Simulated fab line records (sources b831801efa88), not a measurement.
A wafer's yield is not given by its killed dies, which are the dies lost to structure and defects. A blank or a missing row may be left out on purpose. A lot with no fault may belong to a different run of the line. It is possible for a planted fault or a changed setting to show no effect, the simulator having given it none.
Split-lot experiment | flow sfq line | 14 wafers read from 5 lots, route of 325 steps

THE SPLIT
At SFQ_TRILAYER_M1_LITHO_COAT_044 (resist thk 62 nm), the setting spin rpm was moved away from the recipe's 3000 rpm on 5 of the 14 wafers read, by -1.9% to +5.6%. This setting was run at the recipe's value on the other wafers.

FROM THE SPLIT TO THE READING: what the file shows between them, 2 steps
- SFQ_TRILAYER_M1_LITHO_PEB_042: peb time 60 s (also split here: peb temp c)
- SFQ_TRILAYER_M1_LITHO_DEVELOP_041: time 60 s

THE READING
etch.depth nm (the simulator's own value, which no gauge read), in nm, at SFQ_TRILAYER_M1_BARC_OPEN_METAL_ETCH_054 (etches BARC in O2, target depth 125 nm, time 41.7 s). The file gives no usual value for it. The 9 wafers here that ran the recipe average 61.77 nm, standard deviation 0.24 nm.

wafer  | tool, chamber at the split | spin rpm as run, rpm | against the recipe | etch.depth nm, nm | against lot-mates on the recipe
L074.3 | litho track-04, 0          | 3000                 | recipe             | 62.01             | -
L074.6 | litho track-04, 0          | 2944                 | -1.9%              | 62.57             | +0.56
L078.1 | litho track-04, 0          | 3000                 | recipe             | 61.8              | -
L078.4 | litho track-04, 0          | 3000                 | recipe             | 61.71             | -
L079.3 | litho track-02, 0          | 3000                 | recipe             | 62.06             | -
L079.6 | litho track-02, 0          | 3150                 | +5.0%              | 60.53             | -1.53
L081.2 | litho track-04, 0          | 3000                 | recipe             | 61.34             | -
L081.3 | litho track-04, 0          | 3000                 | recipe             | 61.55             | -
L081.6 | litho track-04, 0          | 3000                 | recipe             | 61.59             | -
L084.1 | litho track-02, 0          | 3167                 | +5.6%              | 60.37             | -1.57
L084.2 | litho track-02, 0          | 3000                 | recipe             | 61.76             | -
L084.3 | litho track-02, 0          | 3167                 | +5.6%              | 60.04             | -1.90
L084.4 | litho track-02, 0          | 3167                 | +5.6%              | 60.1              | -1.84
L084.5 | litho track-02, 0          | 3000                 | recipe             | 62.11             | -

FIT RESULTS
A straight line over all 14 wafers: etch.depth nm changes by -0.289 nm for each +1% of spin rpm; r = -0.96; the points scatter about the line by 0.24 nm.
The same after taking each lot's own level away (the mean of its wafers on the recipe; 14 wafers): -0.314 nm for each +1%; r = -0.99; scatter 0.12 nm.
According to that fit, moving spin rpm by its largest amount changes the reading by 1.7 nm.
From 61.493 to 62.060 nm: that is the span of the lots' own levels, equal to 2.3 times the standard deviation above.
Hence the lot-to-lot level has little effect on the slope; both slopes agree.
Check: for one of the wafers moved furthest among these (+5.6%), held out of the fit, the line's prediction against its lot-mates is -1.81 nm. Against them it came out at -1.57 nm.

OTHER SPLITS ON THESE WAFERS
Other splits were also applied to these wafers ahead of the reading. Each is held against what the fit with the lots' levels taken away leaves over:
other split on the same wafers                   | wafers away from the commonest value | r with etch.depth nm (lot level and that fit taken away)
SFQ_TRILAYER_L0_DEP_SPUTTER_003 power w          | 3                                    | +0.44
SFQ_TRILAYER_L0_LITHO_COAT_005 spin rpm          | 4                                    | -0.03
SFQ_TRILAYER_L0_VIA_LITHO_COAT_013 spin rpm      | 4                                    | +0.09
SFQ_TRILAYER_M0_LITHO_COAT_026 spin rpm          | 2                                    | -0.09
SFQ_TRILAYER_I0_VIA_LITHO_COAT_031 resist thk nm | 4                                    | +0.18
SFQ_TRILAYER_M1_LITHO_PEB_042 peb temp c         | 6                                    | +0.06

THE WHOLE CHAIN: every reading that the file lists as answering this split, in the file's order
step                                     | what it does                                        | reading                                                                                    | change (the file's fit)               | r (the file's)
SFQ_TRILAYER_M1_LITHO_COAT_044           | resist thk 62 nm                                    | BARC_of_TRILAYER_M1_LITHO_COAT_044.thk nm (the simulator's own value, which no gauge read) | -0.303 nm for each +1% of the setting | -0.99
SFQ_TRILAYER_M1_BARC_OPEN_METAL_ETCH_054 | etches BARC in O2, target depth 125 nm, time 41.7 s | etch.depth nm (the simulator's own value, which no gauge read)                             | -0.314 nm for each +1% of the setting | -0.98

THE FILE'S OWN FIT
etch.depth nm changes by -0.314 nm for each +1% of spin rpm, r = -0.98.
